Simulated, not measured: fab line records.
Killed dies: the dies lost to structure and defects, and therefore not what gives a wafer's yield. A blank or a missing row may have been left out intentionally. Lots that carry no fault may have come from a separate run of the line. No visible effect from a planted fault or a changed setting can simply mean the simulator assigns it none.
The tool behind it: which one? | flow sfq_line | Sampling: 15 lots, 42 wafers, 3 of 325 route steps

== WHAT THE GAUGES SHOWED, per wafer ==
Not one reading of a measure or inspect step in the record can be checked against a usual standard deviation.

== TOOL THAT RAN EACH LOT (tool first, then ch and the chambers of the sampled wafers, then the start) ==
lot  | SFQ_TRILAYER_I3_CMP_CMP_082   | SFQ_TRILAYER_I3_METRO_MEASURE_083 | SFQ_TRILAYER_I3_VIA_ETCH_VIA_ETCH_088
L168 | cmp-01 ch 1,2,3, day 28 22:41 | film_metro-04, day 29 00:30       | rie_diel-01 ch 1,2,3, day 35 01:39
L169 | cmp-01 ch 0,2, day 29 03:11   | film_metro-01, day 29 06:18       | rie_diel-04 ch 0,2, day 35 10:03
L170 | cmp-02 ch 0,2, day 29 06:37   | film_metro-04, day 29 09:14       | rie_diel-02 ch 0,1, day 35 13:39
L171 | cmp-02 ch 0,1, day 29 10:37   | film_metro-02, day 29 12:14       | rie_diel-04 ch 0,2, day 35 16:03
L172 | cmp-02 ch 0, day 31 02:36     | film_metro-01, day 31 05:37       | rie_diel-04 ch 2,3, day 37 10:18
L173 | cmp-02 ch 1,3, day 33 15:37   | film_metro-01, day 33 18:14       | rie_diel-02 ch 1,2,3, day 39 07:49
L179 | cmp-01 ch 0,3, day 35 15:13   | film_metro-02, day 35 18:20       | rie_diel-02 ch 1,2, day 41 14:53
L180 | cmp-02 ch 0,1, day 36 00:07   | film_metro-02, day 36 03:14       | rie_diel-02 ch 0,1, day 41 21:35
L182 | cmp-01 ch 0,1,3, day 36 10:13 | film_metro-01, day 36 12:44       | rie_diel-01 ch 0,1,3, day 42 06:59
L185 | cmp-02 ch 1,2, day 37 09:36   | film_metro-01, day 37 13:19       | rie_diel-04 ch 0,2,3, day 43 09:31
L186 | cmp-01 ch 0,3, day 37 18:13   | film_metro-01, day 37 21:20       | rie_diel-01 ch 0,1,2, day 43 13:07
L187 | cmp-01 ch 1,3, day 38 06:13   | film_metro-02, day 38 09:32       | rie_diel-01 ch 2,3, day 44 04:43
L188 | cmp-02 ch 1,3, day 38 09:36   | film_metro-04, day 38 13:07       | rie_diel-01 ch 0,2,3, day 44 09:31
L189 | cmp-02 ch 0,2,3, day 38 13:06 | film_metro-02, day 38 15:43       | rie_diel-02 ch 0,3, day 44 13:07
L190 | cmp-02 ch 0,3, day 38 16:06   | film_metro-01, day 38 19:19       | rie_diel-02 ch 0,1,2, day 44 17:55
- SFQ_TRILAYER_I3_CMP_CMP_082: polishes SiO2.
- SFQ_TRILAYER_I3_METRO_MEASURE_083
- SFQ_TRILAYER_I3_VIA_ETCH_VIA_ETCH_088: etches SiO2 in CHF3, stops on Nb, target depth 260 nm.

== AS READ BY THE TOOLS THEMSELVES (means over the sampled wafers that have a number; for cases with no such wafer, the mark the record gives instead) ==
SFQ_TRILAYER_I3_CMP_CMP_082.
lot  | tool   | edge_zone_pressure_frac | motor_current_A (A) | time_to_endpoint_s (s)
L168 | cmp-01 | 0.998                   | 10.7                | 223
L169 | cmp-01 | 1.004                   | 10.7                | 215
L170 | cmp-02 | 0.998                   | 11.2                | 249
L171 | cmp-02 | 1.000                   | 10.1                | 281
L172 | cmp-02 | 0.998                   | 10.3                | 243
L173 | cmp-02 | 0.996                   | 10.5                | 221
L179 | cmp-01 | 0.995                   | 10.3                | 209
L180 | cmp-02 | 1.003                   | 9.9                 | 221
L182 | cmp-01 | 1.001                   | 10.9                | 214
L185 | cmp-02 | 0.998                   | 10.4                | 229
L186 | cmp-01 | 0.995                   | 11.0                | 212
L187 | cmp-01 | 0.999                   | 10.9                | 205
L188 | cmp-02 | 1.004                   | 10.6                | 219
L189 | cmp-02 | 1.001                   | 11.0                | 217
L190 | cmp-02 | 0.995                   | 10.4                | 216

SFQ_TRILAYER_I3_METRO_MEASURE_083.
lot  | tool          | thk_nm (nm)
L168 | film_metro-04 | 198.8
L169 | film_metro-01 | 199.5
L170 | film_metro-04 | 252.4
L171 | film_metro-02 | 305.5
L172 | film_metro-01 | 251.6
L173 | film_metro-01 | 200.3
L179 | film_metro-02 | 199.6
L180 | film_metro-02 | 200.4
L182 | film_metro-01 | 199.6
L185 | film_metro-01 | 201.0
L186 | film_metro-01 | 200.5
L187 | film_metro-02 | 199.3
L188 | film_metro-04 | 200.8
L189 | film_metro-02 | 201.2
L190 | film_metro-01 | 199.5

SFQ_TRILAYER_I3_VIA_ETCH_VIA_ETCH_088.
lot  | tool        | drypump_motor_current_A (A) | oes_product_au (a.u.)
L168 | rie_diel-01 | 5.5                         | 0.854
L169 | rie_diel-04 | 5.7                         | 0.852
L170 | rie_diel-02 | 5.8                         | 0.934
L171 | rie_diel-04 | 5.8                         | 1.002
L172 | rie_diel-04 | 5.5                         | 0.926
L173 | rie_diel-02 | 5.3                         | 0.859
L179 | rie_diel-02 | 5.3                         | 0.854
L180 | rie_diel-02 | 5.9                         | 0.857
L182 | rie_diel-01 | 5.6                         | 0.853
L185 | rie_diel-04 | 5.8                         | 0.855
L186 | rie_diel-01 | 5.8                         | 0.861
L187 | rie_diel-01 | 5.3                         | 0.852
L188 | rie_diel-01 | 5.6                         | 0.855
L189 | rie_diel-02 | 6.0                         | 0.862
L190 | rie_diel-02 | 5.7                         | 0.853

== THE ANSWER, worked out from the rows above alone ==
Rule: the lots themselves supply what counts as usual. Put in order of their means at a reading, lots are off if they are a third of the lots or fewer, leave a main group of 4 or more, and stand apart from it by a gap of 3 or more times the standard deviation of the main group's means; of several such gaps the widest counts. If all means in a main group match to the digits the tables above print for the reading, that group is not used. A lot without any number at a reading at which 4 lots or more have one is off too. Any other lot the step has rows for is counted as sound. Order of review: gauges by route order, followed by the tools' own readings, for which a lot's mean as printed above is used. At the first step where some lot is off, the reading lying furthest off is the one used; lots without a number count as furthest.
Off, at SFQ_TRILAYER_I3_METRO_MEASURE_083 on thk_nm: L170, L171, L172. Main group: mean 200.0 nm, sd 0.73.
If a tool, at that step or one of the process steps before it, ran each lot that is off and ran no sound lot following the first of them, it fits. No candidate that was tried fits.

== WHAT WAS PUT IN BY THE SIMULATOR ==
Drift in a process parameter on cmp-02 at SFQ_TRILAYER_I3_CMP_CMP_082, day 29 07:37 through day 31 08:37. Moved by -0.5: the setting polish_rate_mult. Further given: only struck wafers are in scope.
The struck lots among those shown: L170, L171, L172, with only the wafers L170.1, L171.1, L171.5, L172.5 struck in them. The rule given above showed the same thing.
